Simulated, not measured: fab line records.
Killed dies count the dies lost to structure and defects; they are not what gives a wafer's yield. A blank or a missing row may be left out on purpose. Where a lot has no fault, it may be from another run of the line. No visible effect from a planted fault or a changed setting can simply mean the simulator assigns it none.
Chamber matching	flow sky130	rieDiel-01 running SKY_METAL3_ETCH_17: 4 sister chambers
The step etches SiO2 in C4F8/O2/Ar, stops on TiN, time 3.9 s, target depth 15 nm. 14 wafers are shown with their chamber, then 7 later ones without.

== WAFERS PAIRED WITH THEIR CHAMBERS ==
wafer	chamber	oesProductAu (a.u.)
L074.1	0	0.733
L074.2	2	0.749
L074.4	1	0.746
L076.1	2	0.739
L076.2	0	0.752
L076.6	0	0.753
L081.1	1	0.749
L081.4	0	0.755
L081.5	1	0.752
L080.3	0	0.747
L080.4	1	0.756
L080.5	0	0.753
L084.2	1	0.757
L084.5	3	0.752

SIGNATURES, as means of the wafers listed above
reading	chamber 0	chamber 1	chamber 2	chamber 3	scatter within a chamber
oesProductAu	0.74883	0.75200	0.74400	0.75200	0.00688
Rule: a wafer's distance from a chamber is the root of the sum, over the readings, of the square of ((its reading less the chamber's mean) divided by the reading's scatter). If the next closest chamber is less than 2 further off than the closest, the wafer can't be placed; otherwise it belongs to the closest. How the scatter is found: for the shown wafers, subtract from each reading the mean of its chamber, square and add these, divide the total by (wafers less chambers), then take the root.

== WAFERS WHOSE CHAMBER IS MISSING ==
wafer	oesProductAu (a.u.)
L084.6	0.758
L083.1	0.748
L083.2	0.750
L083.4	0.754
L091.2	0.754
L091.3	0.747
L091.5	0.754

== WHICH CHAMBER EACH ONE RAN IN ==
wafer	from the rows above	in truth
L084.6	can't be placed: 1 or 3 or 0 or 2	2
L083.1	can't be placed: 0 or 1 or 2 or 3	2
L083.2	can't be placed: 0 or 1 or 3 or 2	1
L083.4	can't be placed: 1 or 3 or 0 or 2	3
L091.2	can't be placed: 1 or 3 or 0 or 2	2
L091.3	can't be placed: 0 or 2 or 1 or 3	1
L091.5	can't be placed: 1 or 3 or 0 or 2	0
Correct placement for 0 of the 7. Cannot be placed on the basis of these rows: 7; the candidates contain the true chamber in 7. Placed wrongly: 0.
